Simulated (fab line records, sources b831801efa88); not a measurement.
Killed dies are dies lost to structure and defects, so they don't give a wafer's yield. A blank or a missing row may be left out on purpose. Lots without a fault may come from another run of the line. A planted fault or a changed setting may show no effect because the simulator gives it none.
Which tool did it? | flow sky130 | 13 lots, 39 wafers sampled, at 5 steps of a route of 708

WHAT THE GAUGES READ, wafer by wafer
SKY_VT_ADJUST_NCORE_CD_MEAS_07: target cd 380 nm. Usual: cd_nm 379.5 nm, standard deviation 2.5.
lot  | measured     | on        | cd_nm (nm)        | flag
L523 | day 8 18:03  | cd_sem-02 | 381.4 381.1 381.7 |
L524 | day 9 00:00  | cd_sem-01 | 378.3 377.1 379.4 |
L525 | day 9 03:53  | cd_sem-01 | 377.0 377.1 376.3 |
L527 | day 9 15:32  | cd_sem-02 | 381.2 382.5 379.3 |
L528 | day 10 00:12 | cd_sem-02 | 377.7 375.4 378.5 |
L529 | day 10 10:50 | cd_sem-01 | 382.0 382.0 382.7 |
L530 | day 10 15:41 | cd_sem-02 | 379.0 380.3 378.7 |
L531 | day 10 19:38 | cd_sem-01 | 381.9 382.5 380.9 |
L532 | day 11 06:29 | cd_sem-02 | 381.2 383.2 382.1 |
L533 | day 11 16:01 | cd_sem-01 | 384.3 383.7 382.8 |
L538 | day 13 03:41 | cd_sem-01 | 375.5 376.0 378.2 |
L545 | day 15 03:11 | cd_sem-01 | 371.6 370.3 372.3 | OFF
L546 | day 15 09:17 | cd_sem-01 | 374.3 378.8 376.7 |

SKY_VT_ADJUST_NCORE_OVL_MEAS_08. Usual: VT_ADJUST_NCORE_OVL -2.0 nm, standard deviation 1.2.
lot  | measured     | on         | VT_ADJUST_NCORE_OVL (nm) | flag
L523 | day 8 18:10  | overlay-02 | -2.8 -2.7 -2.1           |
L524 | day 9 00:07  | overlay-01 | -2.9 -2.7 -3.5           |
L525 | day 9 04:00  | overlay-02 | 0.8 -1.4 -1.0            |
L527 | day 9 15:39  | overlay-02 | -4.0 -4.2 -1.6           |
L528 | day 10 00:19 | overlay-01 | -2.9 -1.9 -4.0           |
L529 | day 10 10:58 | overlay-02 | -2.2 -2.5 -2.2           |
L530 | day 10 15:49 | overlay-01 | -3.0 -0.9 -1.7           |
L531 | day 10 19:43 | overlay-02 | -1.9 -1.8 -3.3           |
L532 | day 11 06:36 | overlay-02 | -2.6 -1.4 -2.2           |
L533 | day 11 16:07 | overlay-01 | 0.2 -1.7 -2.2            |
L538 | day 13 03:46 | overlay-02 | -0.8 -1.3 -1.0           |
L545 | day 15 03:19 | overlay-02 | -1.1 -2.0 -2.5           |
L546 | day 15 09:24 | overlay-01 | -2.4 -1.4 -2.5           |

SKY_VT_ADJUST_NCORE_TW_MEAS_11. Usual: VT_ADJUST_NCORE_TW 218.9, standard deviation 1.9.
lot  | measured     | on            | VT_ADJUST_NCORE_TW | flag
L523 | day 8 18:28  | film_metro-01 | 217.7 217.9 218.1  |
L524 | day 9 00:25  | film_metro-01 | 218.7 219.4 218.7  |
L525 | day 9 04:17  | film_metro-01 | 218.7 218.9 219.8  |
L527 | day 9 15:56  | film_metro-01 | 220.5 217.2 218.6  |
L528 | day 10 00:37 | film_metro-02 | 221.7 221.2 222.2  |
L529 | day 10 11:23 | film_metro-02 | 219.8 220.4 219.5  |
L530 | day 10 16:05 | film_metro-01 | 219.0 219.9 218.9  |
L531 | day 10 20:01 | film_metro-04 | 215.2 215.6 214.9  |
L532 | day 11 06:53 | film_metro-01 | 217.9 218.5 218.1  |
L533 | day 11 16:24 | film_metro-01 | 219.3 218.8 217.9  |
L538 | day 13 04:04 | film_metro-04 | 216.3 217.4 217.7  |
L545 | day 15 03:35 | film_metro-04 | 216.5 216.8 216.5  |
L546 | day 15 09:41 | film_metro-02 | 219.0 219.7 219.6  |

WHICH TOOL RAN EACH LOT (tool, then ch and the chambers of the sampled wafers, then the start)
lot  | SKY_VT_ADJUST_LVTN_STRIP_09          | SKY_VT_ADJUST_NCORE_DEVELOP_06
L523 | plasma_asher-01 ch 0,1, day 7 00:53  | litho_track-01 ch 0, day 8 17:54
L524 | plasma_asher-04 ch 1, day 7 06:53    | litho_track-01 ch 0, day 8 23:51
L525 | plasma_asher-01 ch 0,1, day 7 09:38  | litho_track-04 ch 0, day 9 03:44
L527 | plasma_asher-04 ch 0,1, day 7 21:08  | litho_track-04 ch 0, day 9 15:23
L528 | plasma_asher-02 ch 0,1, day 8 04:31  | litho_track-01 ch 0, day 10 00:03
L529 | plasma_asher-02 ch 0,1, day 8 14:31  | litho_track-02 ch 0, day 10 10:41
L530 | plasma_asher-02 ch 0,1, day 8 19:14  | litho_track-02 ch 0, day 10 15:32
L531 | plasma_asher-02 ch 0,1, day 8 22:32  | litho_track-02 ch 0, day 10 19:29
L532 | plasma_asher-02 ch 0,1, day 9 10:44  | litho_track-04 ch 0, day 11 06:20
L533 | plasma_asher-01 ch 0,1, day 9 18:16  | litho_track-02 ch 0, day 11 15:52
L538 | plasma_asher-01 ch 0,1, day 11 01:41 | litho_track-02 ch 0, day 13 03:32
L545 | plasma_asher-02 ch 0,1, day 12 21:50 | litho_track-02 ch 0, day 15 03:02
L546 | plasma_asher-01 ch 0,1, day 13 03:53 | litho_track-04 ch 0, day 15 09:08
- SKY_VT_ADJUST_LVTN_STRIP_09: strips in O2/N2.
- SKY_VT_ADJUST_NCORE_DEVELOP_06: develop time 60 s.

WHAT THE TOOLS THEMSELVES READ (means of the sampled wafers that have a number; where no wafer has one, the mark that the record gives instead)
SKY_VT_ADJUST_LVTN_STRIP_09. Usual: drypump_motor_current_A 5.8 A, standard deviation 0.49; oes_product_au 0.722 a.u., standard deviation 0.0045; strip_time_to_endpoint_s 36.91 s, standard deviation 0.11.
lot  | tool            | drypump_motor_current_A (A) | oes_product_au (a.u.) | strip_time_to_endpoint_s (s) | flag
L523 | plasma_asher-01 | 5.8                         | 0.723                 | 36.96                        |
L524 | plasma_asher-04 | 5.5                         | 0.720                 | 36.95                        |
L525 | plasma_asher-01 | 6.0                         | 0.723                 | 36.83                        |
L527 | plasma_asher-04 | 6.2                         | 0.724                 | 36.98                        |
L528 | plasma_asher-02 | 5.3                         | 0.722                 | 36.85                        |
L529 | plasma_asher-02 | 5.7                         | 0.719                 | 36.90                        |
L530 | plasma_asher-02 | 5.8                         | 0.725                 | 36.86                        |
L531 | plasma_asher-02 | 5.3                         | 0.718                 | 36.87                        |
L532 | plasma_asher-02 | 5.7                         | 0.724                 | 37.07                        |
L533 | plasma_asher-01 | 5.8                         | 0.725                 | 36.76                        |
L538 | plasma_asher-01 | 5.8                         | 0.721                 | 36.96                        |
L545 | plasma_asher-02 | 5.3                         | 0.720                 | 36.96                        |
L546 | plasma_asher-01 | 6.0                         | 0.723                 | 36.97                        |

THE ANSWER, worked out from the rows above alone
Rule: a lot is off if the mean of its wafers that have a number lies more than 3 standard deviations from the usual mean. A lot without any number at a reading at which 4 lots or more have one is off too. The other lots that the step has rows for count as sound. The gauges are gone through in route order, then the tools' own readings, and for those a lot's mean is taken as printed above. The first step at which some lot is off is used, and at that step the reading that is off furthest; a lot without a number counts as furthest.
Off: L545, at SKY_VT_ADJUST_NCORE_CD_MEAS_07 (cd_nm).
A tool fits if, at a process step before that reading, it ran every lot that is off, and no sound lot after the first of them. The gauges at SKY_VT_ADJUST_NCORE_CD_MEAS_07 are tried like those tools. Can't be told from this: 2 tools fit, plasma_asher-02 at SKY_VT_ADJUST_LVTN_STRIP_09, litho_track-02 at SKY_VT_ADJUST_NCORE_DEVELOP_06.

WHAT THE SIMULATOR HAD PUT IN
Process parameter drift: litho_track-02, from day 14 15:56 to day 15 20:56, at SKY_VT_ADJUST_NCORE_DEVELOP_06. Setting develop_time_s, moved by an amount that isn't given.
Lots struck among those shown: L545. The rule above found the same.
